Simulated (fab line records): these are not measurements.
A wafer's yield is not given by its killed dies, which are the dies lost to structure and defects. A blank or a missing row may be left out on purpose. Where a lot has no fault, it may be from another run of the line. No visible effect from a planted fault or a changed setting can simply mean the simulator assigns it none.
What tool caused it? -- flow sky130 -- at 1 step of a route of 708, 12 lots with 36 wafers sampled

## WHAT EACH GAUGE READ, for each wafer
SKY_PWDE_OVL_MEAS_07.
lot,measured,on,PWDE_OVL (nm)
L075,day 4 04:43,overlay-02,2.0 1.5 2.3
L077,day 4 11:43,overlay-01,-1.1 -0.7 1.0
L079,day 5 03:22,overlay-02,0.4 0.7 1.9
L081,day 5 12:55,overlay-02,-0.9 2.0 0.3
L083,day 6 00:49,overlay-01,-0.6 -0.2 -0.9
L085,day 6 07:19,overlay-02,0.0 -0.4 -0.4
L087,day 7 01:52,overlay-01,3.1 2.2 2.9
L089,day 7 10:19,overlay-02,1.7 2.8 0.2
L091,day 7 21:16,overlay-02,-0.1 -1.5 0.2
L093,day 8 11:28,overlay-02,3.1 1.5 1.8
L095,day 8 21:58,overlay-02,1.7 1.9 -0.7
L097,day 9 06:07,overlay-01,1.9 0.5 1.7

## WHAT TOOL EACH LOT RAN ON (gives the tool, then ch and the chambers of the sampled wafers, and finally the start)
The record shows no process step preceding these readings.

## THE ANSWER, worked out from the rows above alone
Rule: what is usual is taken from the lots themselves. Put in order of their means at a reading, lots are off if they are a third of the lots or fewer, leave a main group of 4 or more, and stand apart from it by a gap of 3 or more times the standard deviation of the main group's means; of several such gaps the widest counts. The tables above print the reading to a certain number of digits; a main group whose means all agree to those digits is not used. Also off: a lot with no number at a reading for which 4 or more lots have one. Where the step has rows for the other lots, those lots are counted as sound.
Across all readings shown, no lot is off: no conclusion can be drawn from this.

## WHAT THE SIMULATOR PUT IN
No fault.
